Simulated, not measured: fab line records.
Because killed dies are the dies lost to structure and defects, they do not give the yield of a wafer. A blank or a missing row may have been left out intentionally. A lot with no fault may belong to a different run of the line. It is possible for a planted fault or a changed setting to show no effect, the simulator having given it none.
Which tool was responsible? + flow gf180mcu + 6 lots, 18 wafers sampled, at 2 steps of a route of 602

WHAT EACH GAUGE READ, for each wafer
GF_V1_CD_MEAS_14: the cd target is 260 nm.
| lot  | measured     | on        | cd nm (nm)        |
|------|--------------|-----------|-------------------|
| L761 | day 19 04:26 | cd sem-02 | 260.3 260.5 260.8 |
| L763 | day 19 21:58 | cd sem-02 | 259.7 258.3 258.8 |
| L774 | day 23 12:59 | cd sem-01 | 261.6 261.4 262.2 |
| L777 | day 24 18:32 | cd sem-02 | 258.1 257.7 258.5 |
| L780 | day 25 15:53 | cd sem-01 | 259.7 260.5 259.6 |
| L782 | day 26 01:13 | cd sem-02 | 262.2 262.9 263.0 |

EACH LOT AND THE TOOL THAT RAN IT (in order: tool; ch and the chambers of the sampled wafers; start)
| lot  | GF_V1_EXPOSE_11                   |
|------|-----------------------------------|
| L761 | krf scanner-02 ch 0, day 18 16:19 |
| L763 | krf scanner-01 ch 0, day 19 09:53 |
| L774 | krf scanner-02 ch 0, day 23 01:50 |
| L777 | krf scanner-02 ch 0, day 24 07:29 |
| L780 | krf scanner-01 ch 0, day 25 05:01 |
| L782 | krf scanner-02 ch 0, day 25 15:41 |
- GF_V1_EXPOSE_11: exposes mask Via1, target cd 260 nm.

THE ANSWER, worked out from the rows above alone
Rule: what is usual is taken from the lots themselves. The widest of any qualifying gaps counts: lots, ordered by their means at a reading, are off when they make up no more than a third of the lots, leave a main group of 4 or more, and stand apart from it by 3 or more times the standard deviation of that group's means. If all means in a main group match to the digits the tables above print for the reading, that group is not used. Also off: a lot with no number at a reading for which 4 or more lots have one. Any other lot the step has rows for is counted as sound.
No lot is off at any reading shown: from this, nothing can be told.

WHAT HAD BEEN PUT IN BY THE SIMULATOR
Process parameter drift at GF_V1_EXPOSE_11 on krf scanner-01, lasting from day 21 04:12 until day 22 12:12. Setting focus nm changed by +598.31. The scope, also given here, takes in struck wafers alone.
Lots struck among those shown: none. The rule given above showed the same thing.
